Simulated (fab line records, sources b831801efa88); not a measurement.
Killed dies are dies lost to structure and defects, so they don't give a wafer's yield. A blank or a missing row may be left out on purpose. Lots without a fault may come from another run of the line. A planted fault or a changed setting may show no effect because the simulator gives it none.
fab line records | flow sky130
record lots=4 wafers=12 last_day=51
route steps=708 shown VIA2@527 METAL3@532 CAPM@537 PAD_OPEN@708
lots that met no fault: from a run of the same line without faults
start_h: hours from the record's first day to the start of the lot's first wafer shown | wait_h: hours since the lot's step before | " the same as in the row above | L1.1+2: a row that stands for several wafers | - no value, or no start given | * or withheld: withheld | < > ~ a bound
route shown NAME@n: a module of which the file shows steps, and the number in the route of the first | usual: mean/standard deviation of fault-free wafers | same: alike in all rows | chamber/n: place in a boat | sites: the reading at each site | _std_site: their standard deviation | _edge_site: outer sites' mean less inner sites' | radius_mm: how far each site lies from the wafer's centre | mask NAME#n: copy n | behind: the tool/chamber that last shaped the wafer | hold: why the lot was held/for how many hours/how that ended | device: the transistor (n, p or np) that didn't switch | end of line: the same wafers' tests at the end of the route | a step without rows: its recipe alone | killed: dies lost to structure and defects at the first sort, not the wafer's yield | map: a wafer's dies, x killed, . not, _ none there
set.NAME: the setting as run; set.NAME@STEP: as run at that earlier step | model.NAME: the simulator's own value behind a step, which no gauge read
lots at some steps of the route; a table a step, a row a wafer
services: from which hour (start_h, from the record's first day; less than 0 if before it) a tool's chamber was out of use, for how many hours, and why
## steps
# step SKY_VIA2_SPUTTER_20
# recipe material=TiN target_thk_nm=20 chamber_pressure_pa=5 power_w=4000 time_s=80
# step SKY_VIA2_CVD_21
# recipe material=W target_thk_nm=420 time_s=126.4 temp_c=400 pressure_torr=40
# step SKY_VIA2_CMP_24
# recipe stop_on=SiO2 t_overpolish_s=20 down_force_psi=3.5 platen_rpm=60 target_thk_nm=0 pad_velocity_m_s=0.94248
# step SKY_METAL3_SPUTTER_00
# recipe material=Ti target_thk_nm=15 power_w=3000 time_s=10 chamber_pressure_pa=0.4
# step SKY_METAL3_SPUTTER_01
# recipe material=TiN target_thk_nm=20 power_w=6500 time_s=16.7 chamber_pressure_pa=0.4
# step SKY_METAL3_SPUTTER_02
# recipe material=AlCu target_thk_nm=735 power_w=10600 time_s=39.1 chamber_pressure_pa=0.4
# step SKY_METAL3_SPUTTER_03
# recipe material=Ti target_thk_nm=5 power_w=3000 time_s=3.3 chamber_pressure_pa=0.4
# step SKY_METAL3_SPUTTER_04
# recipe material=TiN target_thk_nm=70 power_w=6500 time_s=58.3 chamber_pressure_pa=0.4
# step SKY_CAPM_CVD_00
# recipe material=SiO2 target_thk_nm=15.5 temp_c=400 time_s=withheld rf_w=450
# step SKY_CAPM_SPUTTER_02
# recipe material=TiN target_thk_nm=200 temp_c=300 power_w=6500 time_s=166.7 chamber_pressure_pa=0.4
# usual cathode_dc_power_W=6500.0/1.1 throttle_valve_pct=29.8/0.82
# columns lot.wafer tool chamber start_h wait_h cathode_dc_power_W throttle_valve_pct model.TiN_of_CAPM_SPUTTER_02.thk_nm
L994.1 pvd_sputter-03 - 925.03 0.1 6499.4 29.0 197.6
L994.4 " - " " 6502.1 29.4 200
L994.6 " - " " 5959.4 31.2 181.5
L996.1 pvd_sputter-03 - 939.60 0.1 6498.9 28.8 198.9
L996.2 " - " " 6499.5 29.2 198.2
L996.4 " - " " 5957.4 31.2 181.7
L104.1 pvd_sputter-03 - 1009.43 0.1 6498.8 29.5 201.8
L104.3 " - " " 6500.5 29.3 202.8
L104.4 " - " " 6498.1 31.2 199.7
L106.3 pvd_sputter-04 - 1044.75 0.0 6500.4 29.3 200.5
L106.5 " - " " 6499.8 28.9 200.6
L106.6 " - " " 6499.9 30.4 200.1
# step SKY_CAPM_RS_MEAS_03
# recipe thk_meas_gauge=four-point-probe reads=TiN_of_CAPM_SPUTTER_02
# usual CAPM_TIN_RS=6.93/0.072
# columns lot.wafer tool chamber start_h wait_h hold CAPM_TIN_RS[ohm/sq]
L994.1 film_metro-04 - 925.14 0.1 await_dispo/0.2h/release 7.01
L994.4 " - " " await_dispo/0.2h/release 6.91
L994.6 " - " " await_dispo/0.2h/release 7.65
L994.1 film_metro-04 - 925.42 0.3 - 7.02
L994.4 " - " " - 6.93
L994.6 " - " " - 7.63
L996.1 film_metro-03 - 939.71 0.1 await_dispo/0.2h/release 6.95
L996.2 " - " " await_dispo/0.2h/release 6.98
L996.4 " - " " await_dispo/0.2h/release 7.63
L996.1 film_metro-03 - 940.00 0.3 - 6.96
L996.2 " - " " - 6.97
L996.4 " - " " - 7.62
L104.1 film_metro-04 - 1009.54 0.1 - 6.86
L104.3 " - " " - 6.82
L104.4 " - " " - 6.92
L106.3 film_metro-03 - 1044.90 0.1 - 6.88
L106.5 " - " " - 6.88
L106.6 " - " " - 6.91
# step SKY_CAPM_THK_MEAS_04
# recipe thk_meas_gauge=xrf reads=TiN_of_CAPM_SPUTTER_02
# usual CAPM_TIN_THK=196.4/2.2
# columns lot.wafer tool chamber start_h wait_h hold CAPM_TIN_THK[nm]
L994.1 film_metro-04 - 929.48 4.0 await_dispo/0.2h/release 195.9
L994.4 " - " " await_dispo/0.2h/release 197.9
L994.6 " - " " await_dispo/0.2h/release 179.8
L994.1 film_metro-04 - 929.87 0.4 - 195.9
L994.4 " - " " - 197.5
L994.6 " - " " - 179.4
L996.1 film_metro-03 - 943.43 3.4 await_dispo/0.2h/release 195.5
L996.2 " - " " await_dispo/0.2h/release 194.7
L996.4 " - " " await_dispo/0.2h/release 178.4
L996.1 film_metro-03 - 943.72 0.3 - 195.2
L996.2 " - " " - 195.1
L996.4 " - " " - 179.1
L104.1 film_metro-04 - 1009.66 0.1 - 199.5
L104.3 " - " " - 200.5
L104.4 " - " " - 196.3
L106.3 film_metro-03 - 1045.00 0.1 - 197.1
L106.5 " - " " - 197.0
L106.6 " - " " - 196.5
# step SKY_CAPM_HMDS_06
# recipe prime_time_s=60 prime_temp_c=120
# step SKY_CAPM_COAT_07
# recipe resist=NOVOLAK spin_rpm=3000 resist_thk_nm=1140
# step SKY_CAPM_SOFTBAKE_08
# recipe temp_c=90 time_s=60 resist=NOVOLAK
# step SKY_CAPM_EXPOSE_09
# recipe mask_id=CAPM na=0.6 source_shape=conventional sigma_outer=0.6 polarization=unpolarized target_cd_nm=1000 dose_mj=159
# step SKY_CAPM_PEB_10
# recipe temp_c=withheld time_s=* resist=NOVOLAK
# step SKY_CAPM_DEVELOP_11
# recipe resist=NOVOLAK developer=TMAH develop_time_s=60 dev_temp_c=23
# step SKY_CAPM_METAL_ETCH_13
# recipe target_depth_nm=220 stop_on=SiO2 chemistry=Cl2/BCl3 target=TiN pressure_mtorr=10 icp_w=900 bias_w=48.5 Cl2_flow_sccm=60 bcl3_flow_sccm=30 time_s=62.9
# usual drypump_motor_current_A=5.4/0.45 mfc_cl2_sccm=60.02/0.19 oes_product_au=0.939/0.0072 throttle_valve_pct=21.902/0.0098
# columns lot.wafer tool chamber start_h wait_h drypump_motor_current_A mfc_cl2_sccm oes_product_au rf_hours_counter_h throttle_valve_pct
L994.1 rie_metal-03 1 949.23 0.0 5.5 59.84 0.945 3 21.920
L994.4 " 1 " " 5.5 60.23 0.934 - 21.895
L994.6 " 1 " " 5.5 59.90 0.887 - 21.920
L996.1 rie_metal-02 0 964.43 0.0 6.2 60.01 0.936 3 21.892
L996.2 " 1 " " 4.8 59.82 0.938 1 21.915
L996.4 " 1 " " 4.8 59.85 0.893 - 21.926
L104.1 rie_metal-04 0 1031.68 0.0 5.6 60.01 0.948 13 21.888
L104.3 " 1 " " 5.9 60.05 0.942 - 21.896
L104.4 " 0 " " 5.5 59.95 0.939 - 21.903
L106.3 rie_metal-03 0 1065.81 0.0 5.1 59.91 0.946 - 21.906
L106.5 " 1 " " 5.5 60.00 0.946 - 21.900
L106.6 " 0 " " 5.1 60.28 0.938 - 21.910
# step SKY_CAPM_STRIP_14
# recipe chemistry=O2/N2 power_w=1400 pressure_mtorr=1500 platen_temp_c=withheld o2_flow_sccm=3000 n2_flow_sccm=300 overash_fraction=0.5
# step SKY_CAPM_STRIP_15
# recipe chemistry=post_etch_residue_remover time_s=1200 temp_c=72.5
# step SKY_CAPM_CLEAN_16
# recipe chemistry=IPA time_s=180 temp_c=25
# step SKY_CAPM_CLEAN_17
# recipe chemistry=O3/DIW dry=n2_spin
# step SKY_METAL3_DEHYDRATE_05
# recipe temp_c=200 time_s=60
# step SKY_METAL3_HMDS_06
# recipe prime_time_s=60 prime_temp_c=120
# step SKY_METAL3_COAT_07
# recipe resist=BARC temp_c=withheld time_s=withheld spin_rpm=3000 resist_thk_nm=60
# step SKY_METAL3_COAT_08
# recipe resist=KrF-thick spin_rpm=3000 resist_thk_nm=1140
# step SKY_METAL3_SOFTBAKE_09
# recipe temp_c=100 time_s=90 resist=KrF-thick
# step SKY_METAL3_EXPOSE_10
# recipe mask_id=MM3 na=0.68 source_shape=annular sigma_inner=0.4 sigma_outer=0.8 target_cd_nm=300 dose_mj=28
# step SKY_METAL3_PEB_11
# recipe peb_temp_c=withheld peb_time_s=withheld resist=KrF-thick
# step SKY_METAL3_DEVELOP_12
# recipe develop_time_s=60 resist=KrF-thick dev_temp_c=21
# step SKY_METAL3_DESCUM_15
# recipe chemistry=O2 source_power_w=150 bias_power_w=0 pressure_mtorr=10 temp_c=40 time_s=8
# step SKY_METAL3_ETCH_16
# recipe chemistry=N2/H2 target=BARC ion_energy_ev=200 bias_w=100 pressure_mtorr=30 n2_flow_sccm=100 h2_flow_sccm=200 icp_w=500 stop_on=SiO2 time_s=88.2 target_depth_a=600
# step SKY_METAL3_ETCH_17
# recipe target=SiO2 stop_on=TiN chemistry=C4F8/O2/Ar source_w=1500 bias_w=1200 pressure_mtorr=40 c4f8_flow_sccm=withheld O2_flow_sccm=6 Ar_flow_sccm=300 time_s=3.9 target_depth_a=150
# step SKY_METAL3_METAL_ETCH_18
# recipe target_depth_a=8450 stop_on=SiO2 over_etch_frac=0.3 time_s=183.1 chemistry=Cl2/BCl3 resist_sidewall_deg=88 pressure_mtorr=10 icp_w=900 bias_w=48.5 Cl2_flow_sccm=60 bcl3_flow_sccm=30
# step SKY_METAL3_STRIP_20
# recipe chemistry=post_etch_residue_remover time_s=1200 temp_c=72.5
# columns lot.wafer tool chamber start_h wait_h model.TiN_of_CAPM_SPUTTER_02.thk_nm
L994.1 wet_bench-01 1 975.08 0.1 196.8
L994.4 " 1 " " 199.2
L994.6 " 1 " " 180.7
L996.1 wet_bench-01 3 990.10 0.1 198.1
L996.2 " 3 " " 197.4
L996.4 " 3 " " 180.8
L104.1 wet_bench-01 1 1055.21 0.1 200.9
L104.3 " 1 " " 201.9
L104.4 " 1 " " 198.9
L106.3 wet_bench-02 3 1087.33 0.1 199.6
L106.5 " 3 " " 199.8
L106.6 " 3 " " 199.3
# step SKY_PAD_OPEN_PROBE_99
# usual defect_limited_yield=82.3/2.1 killed_at_M0_to_M3=44/7.2 killed_at_M4_up=3.1/1.7 killed_at_contacts=24/5.2 killed_at_front_end=15/4.1 killed_at_other=0.3/0.61 killed_dies=87/10 killed_open=48/7.5 killed_short=39/6.6 sort_bin_3_pad_short=0.8/0.39 sort_bin_5_function=10.4/1.7 sort_bin_6_memory=6.5/1.1 sort_n_pass=405/10 sort_yield_pct=82.3/2.1
# same gross_dies=492 killed_at_back_side=0 sort_bin_4_leakage[%]=0 sort_bin_8_speed[%]=0
# columns lot.wafer tool chamber start_h wait_h defect_limited_yield[%] killed_at_M0_to_M3 killed_at_M4_up killed_at_contacts killed_at_front_end killed_at_other killed_dies killed_open killed_short sort_bin_3_pad_short[%] sort_bin_5_function[%] sort_bin_6_memory[%] sort_n_pass sort_yield_pct[%] model.etest.cap_mim.plate_ohm_sq model.etest.cap_mim.leak_log10_a_cm2
L994.1 prober-02 - 1135.20 0.1 84.6 49 2 15 10 0 76 46 30 1.0 7.9 6.5 416 84.6 6.04 -9.146
L994.4 prober-02 - 1135.35 0.2 79.7 59 3 28 10 0 100 49 50 0.4 13.0 6.9 392 79.7 5.958 -9.411
L994.6 prober-02 - 1135.45 0.2 79.5 58 2 26 15 0 101 57 44 1.4 11.6 7.5 391 79.5 6.617 -8.865
L996.1 prober-02 - 1145.78 0.1 84.1 45 4 20 8 1 78 47 31 0.6 9.3 5.9 414 84.1 5.997 -8.893
L996.2 prober-02 - 1145.83 0.1 79.3 44 2 30 26 0 102 58 44 0.8 10.4 9.6 390 79.3 6.03 -8.945
L996.4 prober-02 - 1145.93 0.2 82.3 39 2 27 19 0 87 38 49 1.2 11.0 5.5 405 82.3 6.606 -8.574
L104.1 prober-01 - 1196.09 0.1 76.2 66 6 33 12 0 117 70 47 1.2 15.4 7.1 375 76.2 5.911 -8.985
L104.3 prober-01 - 1196.19 0.2 81.5 45 4 21 19 2 91 50 40 0.8 12.0 5.7 401 81.5 5.966 -8.74
L104.4 prober-01 - 1196.24 0.2 80.7 57 4 28 6 0 95 44 51 1.2 11.2 6.9 397 80.7 6.034 -9.058
L106.3 prober-01 - 1219.05 0.2 84.6 40 2 22 12 0 76 44 32 1.2 8.1 6.1 416 84.6 6.042 -8.813
L106.5 prober-01 - 1219.15 0.2 80.7 50 3 28 14 0 95 53 42 0.6 12.4 6.3 397 80.7 6.098 -9.097
L106.6 prober-01 - 1219.20 0.2 79.5 48 3 33 17 0 101 49 52 1.4 12.0 7.1 391 79.5 6.028 -8.609
# killed by level:class
L994.1 VIA1:geometric_particle:open=10 VIA2:geometric_particle:open=10 VIA3:geometric_particle:open=7 CONTACT:geometric_particle:open=6 METAL3:geometric_particle:short=6 VIA3:geometric_particle:short=4 VIA2:geometric_particle:short=3 POLY_GATE:geometric_particle:open=3
L994.4 VIA1:geometric_particle:open=15 VIA3:geometric_particle:short=10 METAL1:geometric_particle:short=9 VIA3:geometric_particle:open=9 LI_CONTACT:geometric_particle:open=8 CONTACT:geometric_particle:open=8 LOCAL_INTERCONNECT:geometric_particle:short=6 VIA2:geometric_particle:open=5
L994.6 VIA1:geometric_particle:open=12 VIA2:geometric_particle:open=10 CONTACT:geometric_particle:open=10 METAL1:geometric_particle:short=9 LI_CONTACT:geometric_particle:open=7 VIA3:geometric_particle:open=6 VIA1:geometric_particle:short=5 POLY_GATE:geometric_particle:open=4
L996.1 VIA1:geometric_particle:open=15 CONTACT:geometric_particle:open=11 VIA3:geometric_particle:open=6 VIA2:geometric_particle:open=5 VIA3:geometric_particle:short=5 VIA1:geometric_particle:short=4 POLY_GATE:geometric_particle:short=3 LI_CONTACT:geometric_particle:open=3
L996.2 VIA1:geometric_particle:open=11 CONTACT:geometric_particle:open=8 FIELD_ISO:geometric_particle:open=7 LI_CONTACT:geometric_particle:open=7 VIA2:geometric_particle:open=7 VIA3:geometric_particle:open=7 POLY_GATE:geometric_particle:open=6 POLY_GATE:geometric_particle:short=6
L996.4 CONTACT:geometric_particle:open=9 CONTACT:geometric_particle:short=7 METAL1:geometric_particle:short=7 METAL2:geometric_particle:short=7 VIA1:geometric_particle:open=6 POLY_GATE:geometric_particle:open=5 LI_CONTACT:geometric_particle:open=5 FIELD_ISO:geometric_particle:open=4
L104.1 VIA1:geometric_particle:open=22 VIA3:geometric_particle:open=10 CONTACT:geometric_particle:open=10 LI_CONTACT:geometric_particle:open=9 LOCAL_INTERCONNECT:geometric_particle:short=6 VIA2:geometric_particle:open=6 METAL2:geometric_particle:short=6 CONTACT:geometric_particle:short=5
L104.3 METAL1:geometric_particle:short=12 VIA1:geometric_particle:open=9 LI_CONTACT:geometric_particle:open=7 FIELD_ISO:geometric_particle:open=6 VIA2:geometric_particle:open=6 CONTACT:geometric_particle:open=5 VIA3:geometric_particle:open=5 FIELD_ISO:geometric_particle:short=3
L104.4 VIA1:geometric_particle:short=8 VIA3:geometric_particle:open=8 LI_CONTACT:geometric_particle:open=7 CONTACT:geometric_particle:open=7 VIA1:geometric_particle:open=7 METAL1:geometric_particle:short=7 VIA2:geometric_particle:open=7 CONTACT:geometric_particle:short=6
L106.3 CONTACT:geometric_particle:open=12 VIA1:geometric_particle:open=7 METAL1:geometric_particle:short=7 VIA2:geometric_particle:open=7 VIA1:geometric_particle:short=5 LI_CONTACT:geometric_particle:short=4 METAL2:geometric_particle:short=4 VIA3:geometric_particle:open=4
L106.5 VIA1:geometric_particle:open=13 CONTACT:geometric_particle:open=11 METAL2:geometric_particle:short=10 LI_CONTACT:geometric_particle:open=7 FIELD_ISO:geometric_particle:short=6 LOCAL_INTERCONNECT:geometric_particle:open=4 CONTACT:geometric_particle:short=4 METAL1:geometric_particle:short=4
L106.6 METAL2:geometric_particle:short=15 CONTACT:geometric_particle:open=10 LI_CONTACT:geometric_particle:open=8 CONTACT:geometric_particle:short=7 VIA1:geometric_particle:open=6 VIA2:geometric_particle:open=6 FIELD_ISO:geometric_particle:open=5 LOCAL_INTERCONNECT:geometric_particle:short=5
## services
# columns tool chamber start_h hours kind
rie_metal-02 0 901.22 - clean
rie_metal-02 0 901.22 19.3 scheduled_down
rie_metal-02 0 901.22 19.3 vent_cycle
pvd_sputter-04 - 910.19 11.4 repair
rie_metal-02 1 922.62 - clean
rie_metal-02 1 922.62 18.3 scheduled_down
rie_metal-02 1 922.62 18.3 vent_cycle
pvd_sputter-04 - 962.67 6.6 repair
pvd_sputter-04 1 992.07 - consumable_replace:kit
pvd_sputter-04 1 992.07 18.0 scheduled_down
pvd_sputter-04 1 992.07 18.0 vent_cycle
pvd_sputter-03 2 1066.09 - consumable_replace:kit
pvd_sputter-03 2 1066.09 18.0 scheduled_down
pvd_sputter-03 2 1066.09 18.0 vent_cycle
pvd_sputter-03 - 1071.31 1.5 repair
pvd_sputter-04 0 1082.77 - consumable_replace:kit
pvd_sputter-04 0 1082.77 18.0 scheduled_down
pvd_sputter-04 0 1082.77 18.0 vent_cycle
## key
first_sign step=SKY_CAPM_SPUTTER_02 reading=cathode_dc_power_W direction=down sigmas=99+ usual=6500.0 struck=5958.4
effect step=SKY_CAPM_RS_MEAS_03 reading=visit direction=added
effect step=SKY_CAPM_RS_MEAS_03 reading=CAPM_TIN_RS direction=up sigmas=9.9 usual=6.93 struck=7.64
effect step=SKY_CAPM_THK_MEAS_04 reading=visit direction=added
effect step=SKY_CAPM_THK_MEAS_04 reading=CAPM_TIN_THK direction=down sigmas=7.9 usual=196.4 struck=179.1
effect step=SKY_CAPM_METAL_ETCH_13 reading=oes_product_au direction=down sigmas=6.8 usual=0.939 struck=0.890
model_effect step=SKY_CAPM_SPUTTER_02 value=TiN_of_CAPM_SPUTTER_02.thk_nm without=198.3 struck=181.6
model_effect step=SKY_METAL3_STRIP_20 value=TiN_of_CAPM_SPUTTER_02.thk_nm without=197.4 struck=180.8
model_effect step=SKY_PAD_OPEN_PROBE_99 value=etest.cap_mim.plate_ohm_sq without=6.056 struck=6.611
met_at SKY_CAPM_SPUTTER_02
struck_wafers L994.6,L996.4
fault kind=process_parameter_drift tool=pvd_sputter-03 chamber=- onset_h=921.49 steps=SKY_CAPM_SPUTTER_02 channel=power_w offset=* shape=step end_h=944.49 acts_in=* stated=* scope=struck_wafers_only
